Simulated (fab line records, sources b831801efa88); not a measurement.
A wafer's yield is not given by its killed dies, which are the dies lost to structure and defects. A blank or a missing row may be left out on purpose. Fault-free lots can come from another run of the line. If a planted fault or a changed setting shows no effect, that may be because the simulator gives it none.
fab line records -- flow sky130
record lots=6, wafers=18, last_day=49
route steps=708 shown LI_CONTACT@364 PAD_OPEN@708
lots untouched by any fault: they come from a run of this same line in which no faults occurred
start_h: start of the lot's first displayed wafer, in hours after the record's first day -- wait_h: hours from the lot's prior step to this one -- " repeats the value in the row above -- L1.1+2: a row that stands for several wafers -- - no value present, or no start provided -- * or withheld: withheld -- < > ~ a bound
route shown NAME@n: NAME is a module with steps in the file, n the number in the route of the first one -- usual: mean and standard deviation over wafers with no fault -- same: alike in all rows -- chamber/n: place in a boat -- sites: readings site by site -- _std_site: the standard deviation of these -- _edge_site: inner sites' mean taken away from outer sites' mean -- radius_mm: for every site, how far away it sits from the centre of the wafer -- mask NAME#n: copy n -- behind: the last tool/chamber to shape the wafer -- hold: reason for holding the lot/hours on hold/outcome of the hold -- device: the transistor (n, p or np) that didn't switch -- end of line: tests run on the same wafers once the route is complete -- where a step has no rows: the recipe by itself -- killed: count of dies lost to structure and defects at first sort (not the wafer's yield) -- map: a wafer's dies, x killed, . not, _ none there
set.NAME: the setting as run; set.NAME@STEP: as run at that earlier step -- model.NAME: the simulator's own value behind a step, which no gauge read
certain route steps with their lots: each step a table, each wafer a row
services: when a tool's chamber went out of use (start_h, in hours from the record's first day, below 0 if earlier), for how many hours, and the reason
## steps
# step SKY_LI_CONTACT_CMP_02
# recipe material=PSG, down_force_psi=4, platen_rpm=60, pad_velocity_m_s=0.94248
# usual edge_zone_pressure_frac=1.000/0.0048, motor_current_A=11.7/0.75, time_to_endpoint_s=32.7/2.6
lot.wafer,tool,chamber,start_h,wait_h,edge_zone_pressure_frac,motor_current_A,time_to_endpoint_s
L456.1,cmp-02,3,680.52,0.1,1.007,13.0,29.7
L456.4,cmp-02,1,680.52,0.1,0.996,11.8,31.9
L456.5,cmp-02,0,680.52,0.1,0.993,12.0,35.7
L459.3,cmp-01,2,714.18,0.1,0.998,10.9,30.1
L459.2,cmp-01,0,714.18,0.1,1.002,10.0,36.0
L459.5,cmp-01,2,714.18,0.1,0.992,11.4,29.7
L460.2,cmp-02,1,722.97,0.0,1.006,12.5,32.7
L460.4,cmp-02,2,722.97,0.0,0.999,12.4,31.8
L460.6,cmp-02,1,722.97,0.0,0.998,11.8,32.5
L461.3,cmp-01,0,724.02,0.1,1.002,10.4,32.5
L461.2,cmp-01,1,724.02,0.1,1.002,11.6,35.7
L461.6,cmp-01,3,724.02,0.1,1.006,12.7,29.8
L468.4,cmp-01,3,770.22,0.1,0.997,12.5,30.3
L468.6,cmp-01,2,770.22,0.1,1.003,11.5,31.6
L468.5,cmp-01,3,770.22,0.1,0.996,12.2,33.0
L471.2,cmp-02,0,789.52,0.0,0.992,12.0,33.3
L471.3,cmp-02,3,789.52,0.0,1.010,11.9,33.2
L471.6,cmp-02,1,789.52,0.0,0.987,11.8,33.4
# step SKY_LI_CONTACT_BOW_MEAS_03
# recipe mode=bow
# usual LI_CONTACT_BOW=55/7.1
lot.wafer,tool,chamber,start_h,wait_h,LI_CONTACT_BOW[um]
L456.1,film_metro-04,-,680.82,0.2,46
L456.4,film_metro-04,-,680.82,0.2,59
L456.5,film_metro-04,-,680.82,0.2,61
L459.2,film_metro-02,-,714.50,0.2,52
L459.3,film_metro-02,-,714.50,0.2,63
L459.5,film_metro-02,-,714.50,0.2,55
L460.2,film_metro-03,-,723.29,0.3,54
L460.4,film_metro-03,-,723.29,0.3,70
L460.6,film_metro-03,-,723.29,0.3,55
L461.2,film_metro-03,-,724.29,0.2,54
L461.3,film_metro-03,-,724.29,0.2,55
L461.6,film_metro-03,-,724.29,0.2,76
L468.4,film_metro-02,-,770.53,0.3,63
L468.5,film_metro-02,-,770.53,0.3,45
L468.6,film_metro-02,-,770.53,0.3,50
L471.2,film_metro-03,-,789.84,0.3,63
L471.3,film_metro-03,-,789.84,0.3,57
L471.6,film_metro-03,-,789.84,0.3,58
# step SKY_LI_CONTACT_DEHYDRATE_04
# recipe temp_c=200, time_s=60
# step SKY_LI_CONTACT_HMDS_05
# recipe prime_time_s=60, prime_temp_c=120
# step SKY_LI_CONTACT_COAT_06
# recipe resist=BARC, temp_c=withheld, time_s=withheld, spin_rpm=3000, resist_thk_nm=60
# step SKY_LI_CONTACT_COAT_07
# recipe resist=KrF-thick, spin_rpm=3000, resist_thk_nm=450
# step SKY_LI_CONTACT_SOFTBAKE_08
# recipe temp_c=100, time_s=90, resist=KrF-thick
# step SKY_LI_CONTACT_EXPOSE_09
# recipe mask_id=LICM1, na=0.8, source_shape=annular, sigma_inner=0.55, sigma_outer=0.85, target_cd_nm=170, dose_mj=38
# step SKY_LI_CONTACT_PEB_10
# recipe peb_temp_c=withheld, peb_time_s=withheld, resist=KrF-thick
# step SKY_LI_CONTACT_DEVELOP_11
# recipe develop_time_s=60, resist=KrF-thick, dev_temp_c=21
# step SKY_LI_CONTACT_CD_MEAS_12
# recipe target_cd_nm=170
# usual cd_nm=170.3/1.6
lot.wafer,tool,chamber,start_h,wait_h,cd_nm
L456.1,cd_sem-02,-,709.07,-,170.2
L456.4,cd_sem-02,-,709.07,-,168.8
L456.5,cd_sem-02,-,709.07,-,168.4
L459.2,cd_sem-01,-,743.01,-,171.4
L459.3,cd_sem-01,-,743.01,-,170.5
L459.5,cd_sem-01,-,743.01,-,169.5
L460.2,cd_sem-01,-,751.21,-,170.1
L460.4,cd_sem-01,-,751.21,-,172.0
L460.6,cd_sem-01,-,751.21,-,169.6
L461.2,cd_sem-02,-,752.06,-,168.8
L461.3,cd_sem-02,-,752.06,-,169.5
L461.6,cd_sem-02,-,752.06,-,169.4
L468.4,cd_sem-02,-,797.95,-,171.9
L468.5,cd_sem-02,-,797.95,-,170.5
L468.6,cd_sem-02,-,797.95,-,171.3
L471.2,cd_sem-02,-,817.54,-,170.5
L471.3,cd_sem-02,-,817.54,-,170.2
L471.6,cd_sem-02,-,817.54,-,169.9
# step SKY_LI_CONTACT_OVL_MEAS_13
# usual LI_CONTACT_OVL=-5/5.4
lot.wafer,tool,chamber,start_h,wait_h,LI_CONTACT_OVL[nm]
L456.1,overlay-02,-,709.19,0.1,-13
L456.4,overlay-02,-,709.19,0.1,-7
L456.5,overlay-02,-,709.19,0.1,-13
L459.2,overlay-01,-,743.12,0.1,-9
L459.3,overlay-01,-,743.12,0.1,-2
L459.5,overlay-01,-,743.12,0.1,-9
L460.2,overlay-02,-,751.31,0.1,-6
L460.4,overlay-02,-,751.31,0.1,-2
L460.6,overlay-02,-,751.31,0.1,0
L461.2,overlay-02,-,752.17,0.1,-9
L461.3,overlay-02,-,752.17,0.1,-6
L461.6,overlay-02,-,752.17,0.1,-12
L468.4,overlay-01,-,798.03,0.1,-4
L468.5,overlay-01,-,798.03,0.1,-5
L468.6,overlay-01,-,798.03,0.1,0
L471.2,overlay-02,-,817.64,0.1,-3
L471.3,overlay-02,-,817.64,0.1,-7
L471.6,overlay-02,-,817.64,0.1,2
# step SKY_LI_CONTACT_ETCH_14
# recipe chemistry=N2/H2, target=BARC, ion_energy_ev=200, source_w=500, bias_w=100, pressure_mtorr=30, n2_flow_sccm=100, h2_flow_sccm=200, stop_on=SiO2, time_s=45.9, target_depth_a=600
# usual chamber_pressure_mTorr=29.999/0.028, drypump_motor_current_A=5.9/0.4, n2_flow_sccm=100.0/0.31, oes_product_au=0.855/0.0049, rf_fwd_power_W=495.7/1.8, throttle_valve_pct=13.225/0.0095
lot.wafer,tool,chamber,start_h,wait_h,chamber_pressure_mTorr,drypump_motor_current_A,n2_flow_sccm,oes_product_au,rf_fwd_power_W,rf_hours_counter_h,throttle_valve_pct,model.KrF-thick_of_LI_CONTACT_COAT_07.thk_nm,model.LI_CONTACT.cd_nm,model.SiO2_of_SONOS_ONO_CVD_04.thk_nm
L456.1,rie_diel-01,1,709.22,0.0,30.033,6.1,100.1,0.847,495.4,9,13.233,394,170.3,4.268
L456.4,rie_diel-01,2,709.22,0.0,29.990,6.0,99.7,0.857,498.0,13,13.224,394,169.8,4.243
L456.5,rie_diel-01,1,709.22,0.0,29.956,6.2,100.2,0.859,493.9,-,13.229,396.2,169.5,4.307
L459.2,rie_diel-01,1,743.15,0.0,30.009,6.1,100.1,0.858,694.6,9,13.203,378.4,175.7,3.645
L459.3,rie_diel-01,3,743.15,0.0,29.989,6.2,100.1,0.849,692.6,20,13.223,378.1,174.1,3.599
L459.5,rie_diel-01,1,743.15,0.0,30.002,6.2,100.1,0.858,693.8,-,13.229,378.3,174.5,3.576
L460.2,rie_diel-01,3,751.34,0.0,30.002,6.2,100.1,0.859,698.1,20,13.224,381.8,172.9,3.404
L460.4,rie_diel-01,2,751.34,0.0,29.988,6.0,99.3,0.851,698.8,14,13.212,381.3,175.6,3.333
L460.6,rie_diel-01,2,751.34,0.0,30.016,6.0,100.0,0.852,698.8,-,13.213,379.7,173.5,3.444
L461.2,rie_diel-03,2,752.20,0.0,30.010,5.0,99.9,0.857,495.4,5,13.244,390.6,168.6,4.211
L461.3,rie_diel-03,3,752.20,0.0,30.018,6.0,100.2,0.858,497.8,3,13.212,393.1,169,4.225
L461.6,rie_diel-03,3,752.20,0.0,30.055,6.0,100.7,0.862,495.0,-,13.223,394.4,169.2,4.29
L468.4,rie_diel-02,0,798.05,0.0,29.934,6.0,100.0,0.848,493.1,20,13.229,390.2,172.7,3.904
L468.5,rie_diel-02,2,798.05,0.0,29.969,6.6,99.9,0.850,496.2,-,13.227,391.6,170.6,3.918
L468.6,rie_diel-02,1,798.05,0.0,29.999,5.5,100.3,0.850,497.3,-,13.238,392.2,170.1,3.928
L471.2,rie_diel-02,3,817.67,0.0,29.947,6.2,100.1,0.862,497.4,8,13.220,391.4,170.2,4.051
L471.3,rie_diel-02,2,817.67,0.0,29.963,6.7,100.7,0.852,498.6,23,13.223,392.4,170.3,4.109
L471.6,rie_diel-02,2,817.67,0.0,30.017,6.7,100.0,0.851,496.9,-,13.231,390.7,170.4,4.178
# step SKY_LI_CONTACT_ETCH_15
# recipe target=PSG, chemistry=C4F8/O2/Ar, stop_on=Si, taper_deg=4.15, mask_material=KrF-thick, source_w=1500, bias_w=1200, pressure_mtorr=40, c4f8_flow_sccm=withheld, O2_flow_sccm=6, Ar_flow_sccm=300, time_s=withheld, target_depth_a=6000
# usual chamber_pressure_mTorr=40.00/0.033, oes_product_au=0.837/0.0048, rf_fwd_power_W=1493/4.8
lot.wafer,tool,chamber,start_h,wait_h,chamber_pressure_mTorr,oes_product_au,rf_fwd_power_W,model.KrF-thick_of_LI_CONTACT_COAT_07.thk_nm,model.LI_CONTACT.cd_nm
L456.1,rie_diel-01,1,709.26,0.0,39.96,0.834,1486,232.5,170.7
L456.4,rie_diel-01,2,709.26,0.0,40.01,0.838,1489,233.1,170
L456.5,rie_diel-01,1,709.26,0.0,39.96,0.835,1482,234.9,170.1
L459.2,rie_diel-01,1,743.19,0.0,40.02,0.841,1491,216.5,176.3
L459.3,rie_diel-01,3,743.19,0.0,40.05,0.832,1497,218.4,173.7
L459.5,rie_diel-01,1,743.19,0.0,39.99,0.830,1492,217.3,175.3
L460.2,rie_diel-01,3,751.39,0.0,39.97,0.838,1492,222.4,172.5
L460.4,rie_diel-01,2,751.39,0.0,40.09,0.840,1495,221.5,175.7
L460.6,rie_diel-01,2,751.39,0.0,40.05,0.828,1489,219.8,173.9
L461.2,rie_diel-03,2,752.24,0.0,40.00,0.839,1491,227,169.5
L461.3,rie_diel-03,3,752.24,0.0,39.98,0.830,1493,237.9,168.2
L461.6,rie_diel-03,3,752.24,0.0,40.01,0.837,1493,237.9,168.6
L468.4,rie_diel-02,0,798.09,0.0,40.04,0.828,1496,230.6,172.9
L468.5,rie_diel-02,2,798.09,0.0,39.99,0.848,1496,232.7,170
L468.6,rie_diel-02,1,798.09,0.0,39.96,0.838,1488,230,169.6
L471.2,rie_diel-02,3,817.71,0.0,39.94,0.832,1490,227.7,169.6
L471.3,rie_diel-02,2,817.71,0.0,40.00,0.836,1495,227.8,169.7
L471.6,rie_diel-02,2,817.71,0.0,40.03,0.834,1488,225.4,169.7
# step SKY_LI_CONTACT_STRIP_16
# recipe chemistry=O2/N2, power_w=1400, pressure_mtorr=1500, platen_temp_c=withheld, o2_flow_sccm=3000, n2_flow_sccm=300, overash_fraction=0.5
# usual chamber_pressure_mTorr=1500.3/1.4, drypump_motor_current_A=5.69/0.29, n2_flow_sccm=300.0/0.94, oes_product_au=0.375/0.0049, strip_time_to_endpoint_s=3.49/0.031
lot.wafer,tool,chamber,start_h,wait_h,chamber_pressure_mTorr,drypump_motor_current_A,n2_flow_sccm,oes_product_au,rf_hours_counter_h,strip_time_to_endpoint_s
L456.1,plasma_asher-04,0,709.35,-,1499.8,5.93,299.2,0.381,28,3.52
L456.4,plasma_asher-04,1,709.35,-,1501.5,5.87,298.7,0.373,-,3.52
L456.5,plasma_asher-04,0,709.35,-,1497.7,5.90,300.5,0.374,-,3.53
L459.2,plasma_asher-04,1,743.27,-,1500.8,5.85,301.2,0.374,32,3.34
L459.3,plasma_asher-04,0,743.27,-,1501.0,5.89,300.0,0.369,-,3.37
L459.5,plasma_asher-04,1,743.27,-,1500.6,5.82,301.2,0.369,-,3.36
L460.2,plasma_asher-04,0,751.47,-,1497.5,5.91,298.9,0.370,33,3.39
L460.4,plasma_asher-04,1,751.47,-,1501.2,5.82,301.6,0.373,-,3.39
L460.6,plasma_asher-04,0,751.47,-,1499.8,5.88,298.8,0.372,-,3.37
L461.2,plasma_asher-01,0,752.32,-,1500.2,5.11,300.3,0.372,61,3.45
L461.3,plasma_asher-01,1,752.32,-,1500.1,5.32,301.3,0.375,-,3.57
L461.6,plasma_asher-01,1,752.32,-,1500.7,5.30,300.5,0.368,-,3.55
L468.4,plasma_asher-01,1,798.21,-,1501.3,5.30,301.4,0.375,-,3.48
L468.5,plasma_asher-01,0,798.21,-,1500.6,5.11,298.7,0.372,-,3.52
L468.6,plasma_asher-01,1,798.21,-,1501.2,5.30,299.6,0.376,-,3.50
L471.2,plasma_asher-04,1,817.80,-,1501.2,5.83,301.8,0.360,39,3.45
L471.3,plasma_asher-04,0,817.80,-,1500.3,5.92,301.7,0.375,-,3.46
L471.6,plasma_asher-04,0,817.80,-,1499.5,5.90,300.5,0.372,-,3.44
# step SKY_LI_CONTACT_CLEAN_17
# recipe chemistry=NMP, time_s=600, temp_c=60, dry=n2_spin
# step SKY_PAD_OPEN_PROBE_99
# usual killed_at_M0_to_M3=42/6.7, killed_at_M4_up=3.0/1.9, killed_at_contacts=24/5.3, killed_at_front_end=16/4.3, killed_at_other=0.4/0.71, killed_dies=85/9.6, killed_open=46/6.5, killed_short=39/6.7
# same gross_dies=492, killed_at_back_side=0
lot.wafer,tool,chamber,start_h,wait_h,killed_at_M0_to_M3,killed_at_M4_up,killed_at_contacts,killed_at_front_end,killed_at_other,killed_dies,killed_open,killed_short
L456.1,prober-02,-,1112.23,0.1,53,1,16,14,0,84,44,39
L456.4,prober-02,-,1112.38,0.2,41,2,23,13,0,79,36,41
L456.5,prober-02,-,1112.43,0.2,48,2,28,14,0,92,52,40
# killed by level:class
L456.1 VIA1:geometric_particle:open=10 VIA1:geometric_particle:short=7 METAL2:geometric_particle:short=7 LI_CONTACT:geometric_particle:open=5 VIA2:geometric_particle:open=5 VIA3:geometric_particle:open=5 METAL3:geometric_particle:short=5 FIELD_ISO:geometric_particle:open=4
L456.4 VIA1:geometric_particle:open=10 METAL1:geometric_particle:short=7 LOCAL_INTERCONNECT:geometric_particle:short=5 CONTACT:geometric_particle:short=5 CONTACT:geometric_particle:open=5 VIA3:geometric_particle:open=5 METAL2:geometric_particle:short=5 FIELD_ISO:geometric_particle:short=4
L456.5 CONTACT:geometric_particle:open=10 VIA2:geometric_particle:open=9 LI_CONTACT:geometric_particle:open=8 VIA1:geometric_particle:open=8 METAL1:geometric_particle:short=6 FIELD_ISO:geometric_particle:short=5 VIA2:geometric_particle:short=5 VIA1:geometric_particle:short=4
## services
tool,chamber,start_h,hours,kind
plasma_asher-04,-,657.61,13.8,repair
cmp-02,-,658.15,0.4,repair
cmp-02,-,658.55,8.2,pm
plasma_asher-01,-,670.74,1.9,repair
plasma_asher-01,-,674.67,3.6,repair
rie_diel-03,3,675.30,7.5,repair
cmp-01,-,686.30,4.0,pm
cmp-02,-,711.32,4.3,repair
plasma_asher-01,-,715.12,14.0,repair
rie_diel-03,2,723.66,3.0,repair
rie_diel-01,-,729.33,0.5,repair
rie_diel-02,3,740.15,5.8,repair
rie_diel-02,0,741.32,4.7,repair
cmp-02,-,744.00,4.0,pm
cmp-02,-,748.00,-,consumable_replace:conditioner
cmp-02,-,748.00,-,consumable_replace:pad
rie_diel-03,1,751.60,5.8,repair
cmp-01,-,759.02,2.1,repair
rie_diel-03,-,777.04,2.8,pm
cmp-01,-,784.23,1.7,repair
rie_diel-01,-,795.44,0.2,repair
rie_diel-01,2,797.60,1.7,repair
rie_diel-02,-,814.61,1.0,repair
cmp-02,-,817.50,8.1,pm
## key
first_sign step=SKY_LI_CONTACT_ETCH_14, reading=rf_fwd_power_W, direction=up, sigmas=99+, usual=495.7, struck=696.1
effect step=SKY_LI_CONTACT_STRIP_16, reading=strip_time_to_endpoint_s, direction=down, sigmas=4.1, usual=*, struck=*
model_effect step=SKY_LI_CONTACT_ETCH_14, value=KrF-thick_of_LI_CONTACT_COAT_07.thk_nm, without=394.9, struck=379.6
model_effect step=SKY_LI_CONTACT_ETCH_15, value=KrF-thick_of_LI_CONTACT_COAT_07.thk_nm, without=234.6, struck=219.3
met_at SKY_LI_CONTACT_ETCH_14
struck_wafers L459.2,L459.3,L459.5,L460.2,L460.4,L460.6
tester_left_out L459,L460
onset_between 709.22 743.15
fault kind=process_parameter_drift, tool=rie_diel-01, chamber=-, onset_h=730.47, steps=SKY_LI_CONTACT_ETCH_14, channel=source_w, offset=200, shape=step, end_h=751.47, acts_in=these_recipes_only, stated=500
# tester_left_out: of these lots the tester's yield and bins aren't shown, on N5 and GAA mostly nor the transistor test; their killed dies are dies lost to structure and defects alone, not to doping, threshold or leakage, so they don't give the yield
